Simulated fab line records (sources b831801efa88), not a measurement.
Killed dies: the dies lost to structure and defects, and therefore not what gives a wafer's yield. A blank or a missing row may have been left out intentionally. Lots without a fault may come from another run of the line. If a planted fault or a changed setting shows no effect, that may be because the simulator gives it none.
fab line records	flow sky130
record lots=24	wafers=72	lastDay=50
route steps=708 shown SPACER@306 LI_CONTACT@364 CONTACT@411 METAL1@434 VIA1@472
lots that met no fault: from a run of the same line without faults
startH: the number of hours between the record's first day and the start of the first shown wafer of the lot	waitH: hours elapsed since this lot's preceding step	" repeats the value in the row above	L1.1+2: a row that stands for several wafers	- either no value or no given start	* or withheld: withheld	< > ~ a bound
route shown NAME@n: names a module that has steps shown in the file, with the first one's number in the route	usual: the fault-free wafers' mean and standard deviation	same: alike in all rows	chamber/n: place in a boat	sites: each site's reading	_std_site: how widely they spread, as a standard deviation	_edge_site: inner sites' mean taken away from outer sites' mean	radiusMm: how far each site lies from the wafer's centre	mask NAME#n: copy n	behind: the tool/chamber that last shaped the wafer	hold: the reason the lot was held/the length of the hold in hours/how it ended	device: names the non-switching transistor (n, p or np)	end of line: the tests these same wafers got at the end of their route	a step without rows: its recipe alone	killed: dies lost to structure and defects at the first sort, not the wafer's yield	map: shows each die of a wafer: x if killed, . if not, _ if none is there
set.NAME: the run value of the setting; set.NAME@STEP: its run value at that earlier step	model.NAME: the simulator's own value behind a step, which no gauge read
route steps across a sampled set of lots; one table per step, one row per wafer
services: when a tool's chamber went out of use (startH, in hours from the record's first day, below 0 if earlier), for how many hours, and the reason
## steps
# step SKY_SPACER_ETCHBACK_02
# recipe chemistry=CH3F/O2	target=Si3N4	stopOn=SiO2	sourceW=400	biasW=80	pressureMtorr=25	ch3fFlowSccm=40	O2_flow_sccm=30	timeS=46.7	targetDepthA=450
# usual drypumpMotorCurrentA=5.8/0.51	oesProductAu=0.855/0.0057	throttleValvePct=10.562/0.0092
# same timeS=46.7
lot.wafer	tool	chamber	startH	waitH	drypumpMotorCurrentA	oesProductAu	rfHoursCounterH	throttleValvePct
L074.2	rieDiel-02	2	529.97	0.0	5.5	0.856	6	10.553
L074.3	"	1	"	"	5.5	0.854	26	10.545
L074.4	"	3	"	"	5.8	0.860	14	10.547
L075.4	rieDiel-02	0	536.49	0.0	5.9	0.854	-	10.570
L075.5	"	2	"	"	5.5	0.861	-	10.561
L075.6	"	1	"	"	5.5	0.869	-	10.575
L076.1	rieDiel-02	0	547.29	0.1	5.9	0.853	1	10.572
L076.2	"	2	"	"	5.5	0.849	7	10.564
L076.6	"	2	"	"	5.5	0.850	-	10.566
L077.1	rieDiel-03	3	567.08	0.1	5.2	0.855	4	10.558
L077.4	"	0	"	"	6.0	0.857	49	10.559
L077.6	"	3	"	"	5.2	0.850	-	10.556
L078.3	rieDiel-03	0	576.63	0.0	6.0	0.841	50	10.562
L078.5	"	0	"	"	6.0	0.845	-	10.576
L078.6	"	3	"	"	5.2	0.848	-	10.557
L079.1	rieDiel-01	1	584.18	0.1	5.6	0.846	13	10.545
L079.4	"	2	"	"	6.2	0.848	3	10.588
L079.6	"	0	"	"	6.5	0.854	-	10.572
L080.1	rieDiel-02	2	598.17	0.1	5.5	0.859	7	10.568
L080.2	"	0	"	"	5.9	0.854	1	10.563
L080.6	"	2	"	"	5.5	0.856	-	10.569
L081.1	rieDiel-03	0	606.02	0.1	6.0	0.858	50	10.570
L081.2	"	1	"	"	6.0	0.852	58	10.550
L081.4	"	3	"	"	5.2	0.849	5	10.567
L082.2	rieDiel-01	1	616.57	0.0	5.6	0.853	13	10.567
L082.3	"	3	"	"	6.5	0.856	10	10.555
L082.6	"	0	"	"	6.5	0.851	-	10.570
L083.1	rieDiel-01	3	622.07	0.1	6.5	0.861	10	10.565
L083.3	"	1	"	"	5.6	0.849	13	10.555
L083.5	"	0	"	"	6.5	0.853	-	10.557
L084.1	rieDiel-03	2	624.12	0.1	4.7	0.861	9	10.567
L084.3	"	1	"	"	6.0	0.856	58	10.570
L084.5	"	3	"	"	5.2	0.859	-	10.561
L085.1	rieDiel-01	0	639.68	0.1	6.5	0.851	46	10.556
L085.4	"	1	"	"	5.6	0.854	13	10.561
L085.5	"	2	"	"	6.2	0.853	-	10.551
L086.1	rieDiel-03	2	648.25	0.1	4.7	0.855	10	10.556
L086.4	"	3	"	"	5.2	0.850	6	10.555
L086.6	"	0	"	"	6.0	0.852	-	10.568
L087.4	rieDiel-01	1	653.09	0.0	5.6	0.863	14	10.567
L087.5	"	1	"	"	5.6	0.851	-	10.579
L087.6	"	2	"	"	6.2	0.858	-	10.543
L089.2	rieDiel-01	2	661.45	0.0	6.2	0.849	4	10.551
L089.3	"	1	"	"	5.6	0.842	14	10.566
L089.4	"	0	"	"	6.5	0.858	46	10.575
L088.1	rieDiel-02	3	662.66	0.1	5.8	0.858	16	10.553
L088.2	"	1	"	"	5.5	0.866	28	10.566
L088.3	"	0	"	"	5.9	0.863	2	10.565
L090.1	rieDiel-03	1	669.67	0.1	6.0	0.862	60	10.544
L090.5	"	3	"	"	5.2	0.857	-	10.556
L090.6	"	0	"	"	6.0	0.859	-	10.560
L091.2	rieDiel-01	1	686.37	0.0	5.6	0.852	14	10.571
L091.4	"	2	"	"	6.2	0.862	5	10.557
L091.6	"	0	"	"	6.5	0.864	-	10.561
L092.4	rieDiel-03	0	694.47	0.0	6.0	0.852	-	10.571
L092.5	"	2	"	"	4.7	0.861	-	10.550
L092.6	"	3	"	"	5.2	0.852	-	10.563
L093.2	rieDiel-01	2	695.65	0.0	6.2	0.849	5	10.555
L093.3	"	1	"	"	5.6	0.855	14	10.569
L093.4	"	1	"	"	5.6	0.847	-	10.562
L094.3	rieDiel-02	2	705.42	0.0	5.5	0.853	9	10.572
L094.4	"	1	"	"	5.5	0.856	29	10.560
L094.5	"	0	"	"	5.9	0.845	-	10.562
L095.2	rieDiel-03	1	711.57	0.0	6.0	0.858	0	10.571
L095.5	"	1	"	"	6.0	0.856	-	10.550
L095.6	"	0	"	"	6.0	0.851	-	10.566
L096.2	rieDiel-03	2	722.31	0.0	4.8	0.848	11	10.565
L096.3	"	1	"	"	6.0	0.847	0	10.567
L096.4	"	1	"	"	6.0	0.848	-	10.566
L097.1	rieDiel-03	1	726.48	0.1	6.0	0.852	1	10.551
L097.2	"	3	"	"	5.2	0.851	8	10.574
L097.6	"	3	"	"	5.2	0.861	-	10.554
# step SKY_LI_CONTACT_CMP_02
# recipe material=PSG	downForcePsi=4	platenRpm=60	padVelocityMS=0.94248
# usual motorCurrentA=11.6/1.6	platenRpm=60.01/0.044	slurryFlowMlMin=150.0/0.47	timeToEndpointS=32.3/2.2
lot.wafer	tool	chamber	startH	waitH	motorCurrentA	platenRpm	slurryFlowMlMin	timeToEndpointS
L074.3	cmp-02	1	653.64	0.0	10.7	59.95	150.1	32.3
L074.2	"	3	"	"	12.2	59.98	149.2	31.7
L074.4	"	0	"	"	12.2	60.06	150.1	32.7
L075.4	cmp-01	2	657.94	0.1	15.2	59.91	150.3	30.6
L075.5	"	1	"	"	10.0	60.02	149.4	35.3
L075.6	"	2	"	"	15.0	60.06	150.4	32.0
L076.2	cmp-01	2	670.24	0.1	14.7	60.02	149.8	28.9
L076.1	"	3	"	"	10.5	59.98	150.0	33.0
L076.6	"	1	"	"	10.2	60.00	149.6	33.0
L077.1	cmp-01	0	687.00	0.1	13.0	59.99	150.3	35.2
L077.4	"	2	"	"	13.6	59.93	148.8	34.3
L077.6	"	3	"	"	10.8	60.05	149.7	34.7
L078.3	cmp-01	2	697.04	0.2	14.3	59.99	150.6	34.8
L078.6	"	3	"	"	11.1	60.04	150.4	32.7
L078.5	"	0	"	"	12.7	60.01	150.6	33.4
L079.1	cmp-02	0	702.89	0.1	12.4	60.01	150.7	29.4
L079.4	"	1	"	"	10.8	60.02	149.7	29.2
L079.6	"	3	"	"	13.1	59.99	150.0	30.2
L080.1	cmp-01	1	715.90	0.3	9.5	60.02	150.8	34.7
L080.2	"	2	"	"	14.1	60.06	149.5	36.7
L080.6	"	0	"	"	12.2	60.00	150.2	32.7
L081.4	cmp-01	3	725.39	0.0	10.3	59.99	150.2	31.8
L081.2	"	0	"	"	12.3	60.02	150.1	29.8
L081.1	"	2	"	"	14.0	60.05	149.8	33.0
L082.3	cmp-01	1	733.80	0.1	9.4	59.99	149.9	32.8
L082.2	"	2	"	"	13.8	60.04	149.8	35.0
L082.6	"	0	"	"	11.8	60.00	149.7	34.3
L083.1	cmp-02	1	740.14	0.1	10.7	59.99	149.6	32.0
L083.3	"	2	"	"	9.9	59.96	150.6	33.0
L083.5	"	2	"	"	9.8	59.90	149.5	29.8
L084.3	cmp-01	2	740.55	0.1	14.3	59.96	150.4	33.2
L084.1	"	0	"	"	11.6	59.94	150.2	33.6
L084.5	"	1	"	"	9.8	59.98	150.6	34.3
L085.1	cmp-02	3	755.70	0.1	13.1	60.07	150.5	33.3
L085.4	"	0	"	"	11.8	59.96	148.9	32.0
L085.5	"	3	"	"	12.6	60.01	149.2	34.0
L086.4	cmp-02	3	764.41	0.0	12.0	60.00	149.9	28.0
L086.1	"	2	"	"	9.7	59.97	149.7	28.1
L086.6	"	0	"	"	12.4	60.06	149.9	32.2
L087.4	cmp-02	0	768.00	0.2	12.1	60.07	149.9	32.4
L087.5	"	1	"	"	10.7	59.98	149.6	32.5
L087.6	"	2	"	"	9.4	60.03	150.5	33.7
L089.4	cmp-02	0	777.06	0.2	12.3	60.04	149.9	32.9
L089.2	"	1	"	"	11.2	60.09	149.7	32.3
L089.3	"	3	"	"	12.5	60.06	149.9	32.7
L088.1	cmp-02	2	778.04	0.3	9.5	60.09	150.0	32.0
L088.2	"	3	"	"	12.7	59.99	149.0	30.2
L088.3	"	0	"	"	11.3	60.00	150.1	35.2
L090.1	cmp-02	3	784.19	0.1	12.4	60.04	149.9	28.4
L090.6	"	3	"	"	12.9	60.02	149.1	32.1
L090.5	"	0	"	"	12.4	59.99	149.4	36.2
L091.2	cmp-01	3	798.59	0.1	10.5	60.01	150.7	36.1
L091.4	"	1	"	"	10.0	59.95	149.3	29.5
L091.6	"	3	"	"	10.5	59.96	151.0	34.5
L092.4	cmp-01	0	807.34	0.2	13.3	59.95	150.0	30.8
L092.5	"	1	"	"	10.0	60.01	150.1	30.9
L092.6	"	2	"	"	14.9	60.13	149.8	33.0
L093.2	cmp-02	2	808.08	0.0	10.0	60.01	149.1	28.4
L093.3	"	3	"	"	12.4	60.00	148.9	27.9
L093.4	"	0	"	"	12.3	60.01	149.7	29.2
L094.3	cmp-01	2	816.63	0.0	14.9	59.98	150.4	31.5
L094.4	"	1	"	"	9.5	60.01	149.3	30.9
L094.5	"	2	"	"	13.9	59.94	150.0	30.8
L095.2	cmp-02	1	823.00	0.1	11.1	60.06	150.2	33.0
L095.6	"	3	"	"	13.0	60.05	150.0	31.2
L095.5	"	0	"	"	12.2	60.14	150.4	31.1
L096.3	cmp-01	1	832.39	0.1	9.1	59.99	150.0	28.4
L096.4	"	2	"	"	14.3	60.07	149.1	31.0
L096.2	"	3	"	"	10.7	60.00	150.9	30.4
L097.2	cmp-02	3	837.13	0.0	12.1	60.04	149.6	31.3
L097.1	"	1	"	"	11.3	60.03	150.2	28.5
L097.6	"	3	"	"	13.2	60.00	149.8	29.7
# step SKY_LI_CONTACT_STRIP_16
# recipe chemistry=O2/N2	powerW=1400	pressureMtorr=1500	platenTempC=withheld	o2FlowSccm=3000	n2FlowSccm=300	overashFraction=0.5
# usual drypumpMotorCurrentA=5.6/0.47	o2FlowSccm=2999/9.6	oesProductAu=0.375/0.0045	stripTimeToEndpointS=3.495/0.027
lot.wafer	tool	chamber	startH	waitH	drypumpMotorCurrentA	o2FlowSccm	oesProductAu	rfHoursCounterH	stripTimeToEndpointS
L074.2	plasmaAsher-03	1	682.72	-	5.8	2982	0.372	93	3.463
L074.3	"	0	"	"	5.6	3004	0.370	-	3.473
L074.4	"	1	"	"	5.8	2983	0.372	-	3.441
L075.4	plasmaAsher-04	0	687.03	-	5.0	3002	0.375	-	3.513
L075.5	"	1	"	"	6.3	2999	0.379	-	3.501
L075.6	"	0	"	"	5.0	3017	0.378	-	3.491
L076.1	plasmaAsher-03	0	699.24	-	5.5	3009	0.369	95	3.499
L076.2	"	1	"	"	5.8	3012	0.378	95	3.510
L076.6	"	1	"	"	5.8	2998	0.378	-	3.495
L077.1	plasmaAsher-01	0	716.14	-	5.0	2997	0.374	28	3.485
L077.4	"	1	"	"	6.1	3000	0.372	-	3.483
L077.6	"	0	"	"	5.0	3013	0.371	-	3.491
L078.3	plasmaAsher-04	1	726.20	-	6.4	2990	0.382	-	3.521
L078.5	"	0	"	"	5.0	2999	0.377	-	3.513
L078.6	"	1	"	"	6.4	2985	0.374	-	3.511
L079.1	plasmaAsher-01	0	732.19	-	5.0	2982	0.367	29	3.447
L079.4	"	1	"	"	6.1	3000	0.372	-	3.481
L079.6	"	0	"	"	5.0	2995	0.372	-	3.463
L080.1	plasmaAsher-04	0	744.92	-	5.0	3004	0.380	92	3.531
L080.2	"	1	"	"	6.4	3004	0.372	92	3.503
L080.6	"	0	"	"	5.0	3000	0.378	-	3.479
L081.1	plasmaAsher-04	0	755.04	-	5.0	3002	0.373	93	3.567
L081.2	"	1	"	"	6.4	3004	0.376	93	3.530
L081.4	"	1	"	"	6.4	3003	0.382	-	3.518
L082.2	plasmaAsher-03	1	762.44	-	5.8	3010	0.384	2	3.521
L082.3	"	0	"	"	5.5	3000	0.377	-	3.487
L082.6	"	0	"	"	5.5	3017	0.382	-	3.498
L083.1	plasmaAsher-03	1	768.39	-	5.8	2987	0.372	2	3.479
L083.3	"	0	"	"	5.6	2997	0.375	-	3.525
L083.5	"	1	"	"	5.8	2994	0.372	-	3.489
L084.1	plasmaAsher-04	0	769.37	-	5.0	2984	0.376	94	3.545
L084.3	"	1	"	"	6.4	2991	0.372	-	3.468
L084.5	"	1	"	"	6.3	2981	0.380	-	3.496
L085.1	plasmaAsher-03	0	783.62	-	5.5	2992	0.375	4	3.471
L085.4	"	1	"	"	5.8	3021	0.368	-	3.503
L085.5	"	0	"	"	5.5	3001	0.368	-	3.460
L086.1	plasmaAsher-03	1	792.28	-	5.8	3013	0.380	5	3.504
L086.4	"	0	"	"	5.5	2982	0.386	-	3.559
L086.6	"	0	"	"	5.6	3003	0.379	-	3.537
L087.4	plasmaAsher-03	1	795.85	-	5.8	2982	0.378	-	3.499
L087.5	"	1	"	"	5.8	2993	0.377	-	3.496
L087.6	"	0	"	"	5.6	2977	0.373	-	3.490
L089.2	plasmaAsher-04	1	804.29	-	6.3	3000	0.379	97	3.456
L089.3	"	1	"	"	6.4	3005	0.369	-	3.476
L089.4	"	0	"	"	5.0	2999	0.374	-	3.443
L088.1	plasmaAsher-04	1	805.18	-	6.3	2991	0.379	98	3.490
L088.2	"	0	"	"	5.0	3008	0.375	98	3.508
L088.3	"	0	"	"	5.0	3006	0.371	-	3.458
L090.1	plasmaAsher-01	0	810.77	-	5.0	2982	0.371	37	3.518
L090.5	"	0	"	"	5.0	2999	0.373	-	3.538
L090.6	"	1	"	"	6.1	2995	0.370	-	3.501
L091.2	plasmaAsher-01	1	825.87	-	6.1	3003	0.376	39	3.512
L091.4	"	1	"	"	6.1	3011	0.374	-	3.508
L091.6	"	0	"	"	5.0	2991	0.385	-	3.492
L092.4	plasmaAsher-03	1	834.15	-	5.8	3017	0.379	-	3.569
L092.5	"	1	"	"	5.8	2984	0.368	-	3.519
L092.6	"	0	"	"	5.5	2997	0.362	-	3.497
L093.2	plasmaAsher-03	1	835.99	-	5.8	2994	0.379	9	3.500
L093.3	"	1	"	"	5.8	2989	0.378	-	3.502
L093.4	"	0	"	"	5.6	2995	0.383	-	3.495
L094.3	plasmaAsher-03	0	843.85	-	5.5	3018	0.368	-	3.497
L094.4	"	1	"	"	5.8	2995	0.373	-	3.485
L094.5	"	0	"	"	5.6	3021	0.372	-	3.427
L095.2	plasmaAsher-03	0	850.27	-	5.5	3008	0.379	10	3.501
L095.5	"	0	"	"	5.5	3019	0.374	-	3.488
L095.6	"	1	"	"	5.8	3003	0.376	-	3.470
L096.2	plasmaAsher-04	1	859.33	-	6.3	3004	0.377	103	3.539
L096.3	"	0	"	"	5.0	2999	0.378	-	3.497
L096.4	"	1	"	"	6.4	3001	0.372	-	3.523
L097.1	plasmaAsher-01	0	864.12	-	5.0	2985	0.383	43	3.487
L097.2	"	1	"	"	6.1	3011	0.379	43	3.549
L097.6	"	0	"	"	5.0	2985	0.372	-	3.496
# step SKY_CONTACT_BOW_MEAS_05
# recipe mode=bow
# usual CONTACT_BOW=82/6.7
lot.wafer	tool	chamber	startH	waitH	CONTACT_BOW[um]
L074.2	filmMetro-03	-	713.76	0.1	78
L074.3	"	-	"	"	85
L074.4	"	-	"	"	91
L075.4	filmMetro-04	-	718.36	0.2	82
L075.5	"	-	"	"	80
L075.6	"	-	"	"	82
L076.1	filmMetro-04	-	731.07	0.2	74
L076.2	"	-	"	"	83
L076.6	"	-	"	"	77
L077.1	filmMetro-01	-	749.06	0.2	84
L077.4	"	-	"	"	87
L077.6	"	-	"	"	88
L078.3	filmMetro-01	-	757.29	0.2	85
L078.5	"	-	"	"	87
L078.6	"	-	"	"	72
L079.1	filmMetro-04	-	761.87	0.2	76
L079.4	"	-	"	"	84
L079.6	"	-	"	"	80
L080.1	filmMetro-03	-	777.99	0.2	81
L080.2	"	-	"	"	78
L080.6	"	-	"	"	79
L081.1	filmMetro-04	-	785.46	0.2	85
L081.2	"	-	"	"	71
L081.4	"	-	"	"	96
L082.2	filmMetro-04	-	793.47	0.3	83
L082.3	"	-	"	"	78
L082.6	"	-	"	"	74
L083.1	filmMetro-03	-	797.69	0.1	78
L083.3	"	-	"	"	81
L083.5	"	-	"	"	93
L084.1	filmMetro-04	-	798.18	0.2	75
L084.3	"	-	"	"	72
L084.5	"	-	"	"	71
L085.1	filmMetro-01	-	812.70	0.2	83
L085.4	"	-	"	"	75
L085.5	"	-	"	"	84
L086.1	filmMetro-04	-	821.31	0.2	84
L086.4	"	-	"	"	82
L086.6	"	-	"	"	78
L087.4	filmMetro-03	-	825.42	0.2	79
L087.5	"	-	"	"	75
L087.6	"	-	"	"	90
L089.2	filmMetro-03	-	832.55	0.2	72
L089.3	"	-	"	"	79
L089.4	"	-	"	"	82
L088.1	filmMetro-01	-	834.07	0.2	72
L088.2	"	-	"	"	64
L088.3	"	-	"	"	73
L090.1	filmMetro-04	-	839.94	0.2	81
L090.5	"	-	"	"	86
L090.6	"	-	"	"	88
L091.2	filmMetro-01	-	855.49	0.1	87
L091.4	"	-	"	"	93
L091.6	"	-	"	"	82
L092.4	filmMetro-04	-	862.19	0.3	85
L092.5	"	-	"	"	86
L092.6	"	-	"	"	72
L093.2	filmMetro-03	-	864.89	0.2	88
L093.3	"	-	"	"	80
L093.4	"	-	"	"	83
L094.3	filmMetro-01	-	872.41	0.2	76
L094.4	"	-	"	"	78
L094.5	"	-	"	"	88
L095.2	filmMetro-03	-	878.82	0.3	94
L095.5	"	-	"	"	82
L095.6	"	-	"	"	92
L096.2	filmMetro-01	-	888.15	0.3	78
L096.3	"	-	"	"	75
L096.4	"	-	"	"	86
L097.1	filmMetro-04	-	892.51	0.2	84
L097.2	"	-	"	"	82
L097.6	"	-	"	"	78
# step SKY_METAL1_SPUTTER_00
# recipe material=Ti	targetThkNm=15	powerW=3000	timeS=10	chamberPressurePa=0.4
# usual cathodeDcPowerW=3000.0/0.56	throttleValvePct=30.6/1.3
# same timeS=10
lot.wafer	tool	chamber	startH	waitH	cathodeDcPowerW	throttleValvePct
L074.2	pvdSputter-01	-	744.08	0.2	3000.3	30.6
L074.3	"	-	"	"	3000.2	29.8
L074.4	"	-	"	"	3000.1	30.4
L075.4	pvdSputter-01	-	751.40	0.2	3000.1	29.9
L075.5	"	-	"	"	2999.0	31.1
L075.6	"	-	"	"	3001.1	30.4
L076.1	pvdSputter-03	-	760.19	0.2	3000.1	28.7
L076.2	"	-	"	"	2999.4	30.7
L076.6	"	-	"	"	3000.1	30.9
L077.1	pvdSputter-03	-	777.69	0.2	3000.6	31.0
L077.4	"	-	"	"	3000.4	30.8
L077.6	"	-	"	"	2999.3	29.8
L078.3	pvdSputter-02	-	785.60	0.1	2999.2	33.5
L078.5	"	-	"	"	2999.7	31.5
L078.6	"	-	"	"	2999.6	33.6
L079.1	pvdSputter-02	-	791.21	0.2	2999.2	28.6
L079.4	"	-	"	"	3000.6	32.1
L079.6	"	-	"	"	3000.0	31.7
L080.1	pvdSputter-01	-	805.91	0.2	3000.1	30.5
L080.2	"	-	"	"	2999.7	31.1
L080.6	"	-	"	"	3001.0	31.2
L081.1	pvdSputter-02	-	813.45	0.2	2999.6	30.4
L081.2	"	-	"	"	2999.3	33.6
L081.4	"	-	"	"	2999.9	28.8
L082.2	pvdSputter-02	-	821.30	0.1	2999.3	33.8
L082.3	"	-	"	"	3000.2	32.0
L082.6	"	-	"	"	2999.9	30.5
L083.1	pvdSputter-01	-	825.98	0.2	3001.5	30.3
L083.3	"	-	"	"	2999.3	31.1
L083.5	"	-	"	"	2999.8	30.2
L084.1	pvdSputter-02	-	826.11	0.1	2999.3	33.4
L084.3	"	-	"	"	3000.1	31.9
L084.5	"	-	"	"	2999.8	30.4
L085.1	pvdSputter-03	-	840.24	0.2	3000.7	31.1
L085.4	"	-	"	"	3001.4	29.7
L085.5	"	-	"	"	2999.3	30.4
L086.1	pvdSputter-03	-	848.77	0.2	2999.3	28.5
L086.4	"	-	"	"	2999.7	31.2
L086.6	"	-	"	"	3001.1	28.7
L087.4	pvdSputter-02	-	853.01	0.1	3000.3	33.4
L087.5	"	-	"	"	3000.0	30.6
L087.6	"	-	"	"	3000.1	31.8
L089.2	pvdSputter-02	-	860.18	0.2	3000.1	33.4
L089.3	"	-	"	"	2999.9	31.7
L089.4	"	-	"	"	3000.5	28.4
L088.1	pvdSputter-02	-	861.40	0.2	3001.5	28.8
L088.2	"	-	"	"	3000.3	33.4
L088.3	"	-	"	"	3000.9	31.7
L090.1	pvdSputter-01	-	868.19	0.1	2998.9	31.0
L090.5	"	-	"	"	2999.3	29.9
L090.6	"	-	"	"	3000.0	30.9
L091.2	pvdSputter-01	-	883.64	0.1	3000.2	30.8
L091.4	"	-	"	"	3000.1	30.4
L091.6	"	-	"	"	3000.5	30.1
L092.4	pvdSputter-02	-	889.51	0.2	2999.7	33.9
L092.5	"	-	"	"	3000.3	28.5
L092.6	"	-	"	"	3000.2	30.2
L093.2	pvdSputter-02	-	892.21	0.1	3000.0	28.6
L093.3	"	-	"	"	2999.8	31.8
L093.4	"	-	"	"	3000.7	33.5
L094.3	pvdSputter-03	-	899.94	0.2	3001.2	29.9
L094.4	"	-	"	"	3000.0	28.9
L094.5	"	-	"	"	3000.5	30.8
L095.2	pvdSputter-01	-	906.07	0.2	3000.8	30.5
L095.5	"	-	"	"	2999.5	30.0
L095.6	"	-	"	"	3000.0	30.8
L096.2	pvdSputter-01	-	914.73	0.2	3000.7	30.6
L096.3	"	-	"	"	3000.3	30.8
L096.4	"	-	"	"	2999.4	29.9
L097.1	pvdSputter-03	-	919.90	0.1	3000.4	28.7
L097.2	"	-	"	"	2999.3	30.1
L097.6	"	-	"	"	2999.5	30.7
# step SKY_VIA1_ETCH_14
# recipe chemistry=N2/H2	target=BARC	ionEnergyEv=200	sourceW=500	biasW=100	pressureMtorr=30	n2FlowSccm=100	h2FlowSccm=200	stopOn=SiO2	timeS=45.9	targetDepthA=600
# usual drypumpMotorCurrentA=5.8/0.53	oesProductAu=0.855/0.005	throttleValvePct=13.225/0.0083
# same timeS=45.9
lot.wafer	tool	chamber	startH	waitH	drypumpMotorCurrentA	oesProductAu	rfHoursCounterH	throttleValvePct
L074.2	rieDiel-03	2	798.06	0.0	4.8	0.854	14	13.233
L074.3	"	1	"	"	6.0	0.850	3	13.223
L074.4	"	3	"	"	5.2	0.858	10	13.236
L075.4	rieDiel-03	1	806.56	0.0	6.0	0.855	3	13.212
L075.5	"	1	"	"	6.0	0.859	-	13.220
L075.6	"	2	"	"	4.8	0.855	-	13.239
L076.1	rieDiel-03	2	815.99	0.0	4.7	0.857	15	13.223
L076.2	"	1	"	"	6.1	0.863	3	13.230
L076.6	"	1	"	"	6.1	0.847	-	13.221
L077.1	rieDiel-02	3	832.21	0.0	5.9	0.858	20	13.216
L077.4	"	0	"	"	5.9	0.846	7	13.226
L077.6	"	3	"	"	5.9	0.851	-	13.231
L078.3	rieDiel-02	0	840.68	0.0	5.9	0.853	-	13.230
L078.5	"	3	"	"	5.9	0.846	-	13.224
L078.6	"	0	"	"	5.9	0.847	-	13.222
L079.1	rieDiel-01	1	845.46	0.0	5.6	0.853	18	13.217
L079.4	"	2	"	"	6.2	0.854	8	13.236
L079.6	"	2	"	"	6.2	0.862	-	13.222
L080.1	rieDiel-01	1	860.36	0.0	5.6	0.853	19	13.243
L080.2	"	2	"	"	6.2	0.850	8	13.230
L080.6	"	0	"	"	6.5	0.853	-	13.227
L081.1	rieDiel-02	0	868.84	0.0	5.9	0.861	8	13.235
L081.2	"	3	"	"	5.9	0.855	21	13.220
L081.4	"	2	"	"	5.5	0.854	14	13.214
L082.2	rieDiel-01	3	875.24	0.0	6.5	0.861	17	13.225
L082.3	"	1	"	"	5.6	0.849	19	13.222
L082.6	"	2	"	"	6.2	0.850	-	13.220
L083.1	rieDiel-03	2	879.41	0.0	4.7	0.859	17	13.218
L083.3	"	3	"	"	5.2	0.857	13	13.239
L083.5	"	1	"	"	6.0	0.856	-	13.219
L084.1	rieDiel-02	1	880.56	0.0	5.5	0.847	0	13.231
L084.3	"	0	"	"	5.9	0.850	8	13.217
L084.5	"	1	"	"	5.5	0.861	-	13.229
L085.1	rieDiel-03	0	894.44	0.0	6.0	0.852	5	13.219
L085.4	"	1	"	"	6.1	0.859	7	13.238
L085.5	"	1	"	"	6.0	0.853	-	13.237
L086.1	rieDiel-03	1	902.54	0.0	6.1	0.856	7	13.226
L086.4	"	3	"	"	5.2	0.859	14	13.226
L086.6	"	2	"	"	4.7	0.847	-	13.225
L087.4	rieDiel-03	3	906.44	0.0	5.2	0.851	14	13.220
L087.5	"	3	"	"	5.2	0.849	-	13.220
L087.6	"	2	"	"	4.7	0.863	-	13.200
L089.2	rieDiel-01	0	913.21	0.0	6.6	0.852	5	13.222
L089.3	"	2	"	"	6.2	0.855	10	13.227
L089.4	"	1	"	"	5.6	0.859	20	13.218
L088.1	rieDiel-01	3	914.61	0.0	6.5	0.857	18	13.222
L088.2	"	0	"	"	6.5	0.857	5	13.235
L088.3	"	1	"	"	5.6	0.846	20	13.225
L090.1	rieDiel-01	3	920.91	0.0	6.5	0.862	18	13.217
L090.5	"	2	"	"	6.2	0.849	-	13.229
L090.6	"	1	"	"	5.6	0.848	-	13.241
L091.2	rieDiel-01	1	936.26	0.0	5.6	0.862	21	13.233
L091.4	"	2	"	"	6.2	0.862	10	13.236
L091.6	"	0	"	"	6.5	0.859	-	13.228
L092.4	rieDiel-03	3	941.71	0.0	5.2	0.857	15	13.231
L092.5	"	1	"	"	6.0	0.851	-	13.222
L092.6	"	2	"	"	4.8	0.854	-	13.229
L093.2	rieDiel-02	1	944.26	0.0	5.5	0.857	3	13.214
L093.3	"	2	"	"	5.5	0.858	16	13.220
L093.4	"	2	"	"	5.5	0.847	-	13.218
L094.3	rieDiel-03	2	951.74	0.0	4.8	0.861	19	13.215
L094.4	"	3	"	"	5.2	0.852	15	13.232
L094.5	"	1	"	"	6.1	0.853	-	13.222
L095.2	rieDiel-01	0	956.91	0.0	6.5	0.859	6	13.231
L095.5	"	3	"	"	6.5	0.863	-	13.230
L095.6	"	0	"	"	6.5	0.863	-	13.215
L096.2	rieDiel-02	2	964.86	0.0	5.5	0.858	17	13.223
L096.3	"	3	"	"	5.8	0.850	0	13.212
L096.4	"	0	"	"	5.9	0.840	11	13.232
L097.1	rieDiel-01	3	969.89	0.0	6.5	0.854	19	13.224
L097.2	"	1	"	"	5.6	0.855	22	13.223
L097.6	"	0	"	"	6.5	0.851	-	13.217
## services
tool	chamber	startH	hours	kind
rieDiel-02	3	507.41	2.7	repair
rieDiel-01	-	525.73	2.8	pm
rieDiel-02	3	535.11	2.4	repair
rieDiel-03	-	540.48	1.0	repair
rieDiel-02	-	548.03	28.1	pm
cmp-02	-	572.62	4.0	pm
rieDiel-01	0	574.98	1.5	repair
rieDiel-03	2	575.26	4.1	repair
rieDiel-02	-	576.13	15.6	pm
rieDiel-02	3	586.24	16.5	repair
rieDiel-02	0	588.26	3.9	repair
rieDiel-01	3	594.16	2.5	repair
rieDiel-02	2	598.38	7.2	repair
cmp-01	-	617.33	0.5	repair
cmp-02	-	638.25	3.1	repair
rieDiel-02	2	653.41	3.6	repair
rieDiel-03	2	659.72	13.1	repair
rieDiel-01	0	694.37	5.2	repair
rieDiel-01	2	718.74	3.6	repair
rieDiel-01	1	796.63	5.0	repair
rieDiel-01	2	829.98	14.9	repair
rieDiel-01	-	879.27	0.9	repair
rieDiel-03	3	910.74	1.9	repair
rieDiel-03	1	960.49	13.2	repair
## key
fault none
